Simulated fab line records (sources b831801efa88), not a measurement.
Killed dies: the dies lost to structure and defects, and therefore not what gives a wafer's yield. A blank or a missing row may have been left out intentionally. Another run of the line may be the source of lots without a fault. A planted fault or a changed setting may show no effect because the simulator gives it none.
A lot that was struck, set against a sound lot    flow sky130    35 out of 708 route steps
Sound: the wafers L598.1, L598.2, L598.6. Struck: wafers L610.4, L610.5, L610.6. The cause is given at the end.
For every step that has rows: the tool of each side, followed by ch and its chambers, followed by its first start. Under that, the readings that differ: sound wafers    struck wafers    difference of the means    sigmas: that difference in standard deviations of wafers without a fault.
alike: words and numbers the same on both sides, and readings whose means are apart by under 2 such deviations; not compared: readings that were withheld, readings missing a value for some wafer, numbers with overlapping values and no deviation given by the record, and bounds like >300 which may hide the same value.
A row with sigmas, a row that says differs or no value, or rows on one side alone: a step with any of these is where the two part. Numbers that have no deviation but don't overlap get no sigmas and don't part them. Lack of a reading on every wafer of one side parts them only where that side has two or more wafers.

first, 10 steps without rows for these wafers: SKY_METAL2_COAT_09 (resist thk 60 nm); SKY_METAL2_COAT_10 (resist thk 450 nm); SKY_METAL2_SOFTBAKE_11 (time 90 s); SKY_METAL2_EXPOSE_12 (exposes mask MM2, target cd 140 nm); SKY_METAL2_PEB_13; SKY_METAL2_DEVELOP_14 (develop time 60 s); SKY_METAL2_DESCUM_17 (chemistry O2, time 8 s); SKY_METAL2_ETCH_18 (etches BARC in N2/H2, stops on SiO2, time 45.9 s, target depth 60 nm); SKY_METAL2_METAL_ETCH_19 (etches the open film in Cl2/BCl3, stops on SiO2, target depth 360 nm, time 78 s); SKY_METAL2_STRIP_20 (strips in O2/N2).
SKY_METAL2_STRIP_21: strips in post etch residue remover, time 1200 s.
  sound on wet bench-02 ch 2, day 35 05:23; struck on wet bench-02 ch 3, day 40 20:33
then, 23 steps without rows for these wafers: SKY_METAL2_CLEAN_22 (cleans in IPA, time 180 s); SKY_METAL2_CLEAN_23 (cleans in O3/DIW); SKY_VIA2_HDPCVD_00 (deposits SiO2, target thk 1180 nm, time 196.7 s); SKY_VIA2_CMP_02 (polishes SiO2); SKY_VIA2_DEHYDRATE_04 (time 60 s); SKY_VIA2_HMDS_05 (prime time 60 s); SKY_VIA2_COAT_06 (resist thk 60 nm); SKY_VIA2_COAT_07 (resist thk 450 nm); SKY_VIA2_SOFTBAKE_08 (time 90 s); SKY_VIA2_EXPOSE_09 (exposes mask VIM2, target cd 200 nm); SKY_VIA2_PEB_10; SKY_VIA2_DEVELOP_11 (develop time 60 s); SKY_VIA2_ETCH_14 (etches BARC in N2/H2, stops on SiO2, time 45.9 s, target depth 60 nm); SKY_VIA2_ETCH_15 (etches SiO2 in C4F8/O2/Ar, stops on TiN, target depth 546 nm, time 84 s); SKY_VIA2_STRIP_16 (strips in O2/N2); SKY_VIA2_STRIP_17 (strips in post etch residue remover, time 1200 s); SKY_VIA2_CLEAN_18 (cleans in IPA, time 180 s); SKY_VIA2_CLEAN_19 (cleans in O3/DIW); SKY_VIA2_SPUTTER_20 (material TiN, target thk 20 nm, time 80 s); SKY_VIA2_CVD_21 (deposits W, target thk 420 nm, time 126.4 s); SKY_VIA2_CMP_24 (polishes, stops on SiO2, t overpolish 20 s, target thk 0 nm); SKY_METAL3_SPUTTER_00 (material Ti, target thk 15 nm, time 10 s); SKY_METAL3_SPUTTER_01 (material TiN, target thk 20 nm, time 16.7 s).
-- the record jumps here: 9 days lie between the struck wafers' starts before and after (it left off in module METAL3 and takes up again in module PAD_OPEN, whose first step shown is number 708 of the route) --
SKY_PAD_OPEN_PROBE_99:
  sound on prober-02, day 45 21:33; struck on prober-01, day 50 04:37
reading                                sound                struck             difference  sigmas
defect limited yield (%)               83.5 85.2 80.9       72.4 71.7 69.3     -12.1       -6
killed_at_M0_to_M3                     48 35 49             88 103 110         +56         +8
killed dies                            81 73 94             136 139 151        +59         +6
sort_bin_3_pad_short (%)               0.2 0.6 1.8          3.3 3.9 4.3        +3.0        +7
sort_bin_5_function (%)                11.2 7.9 10.8        18.7 16.3 19.1     +8.1        +6
sort n pass                            411 419 398          356 353 341        -59         -6
sort yield pct (%)                     83.5 85.2 80.9       72.4 71.7 69.3     -12.1       -6
model.etest.tester.sort n pass         411 419 398          356 353 341        -59         
model.etest.tester.sort yield pct (%)  83.54 85.16 80.89    72.36 71.75 69.31  -12.06      
model.etest.tester.sort_bin_5_pct (%)  11.18 7.927 10.77    18.7 16.26 19.11   +8.1        
model.etest.tester.sort_bin_3_pct (%)  0.2033 0.6098 1.829  3.252 3.862 4.268  +2.913      
  alike: killed_at_M4_up, killed at contacts, killed at front end, killed at other, killed open, killed short, sort_bin_6_memory

## WHERE THEY PART
Only at SKY_PAD_OPEN_PROBE_99, as far as this record shows.

WHY: whatever the simulator had introduced
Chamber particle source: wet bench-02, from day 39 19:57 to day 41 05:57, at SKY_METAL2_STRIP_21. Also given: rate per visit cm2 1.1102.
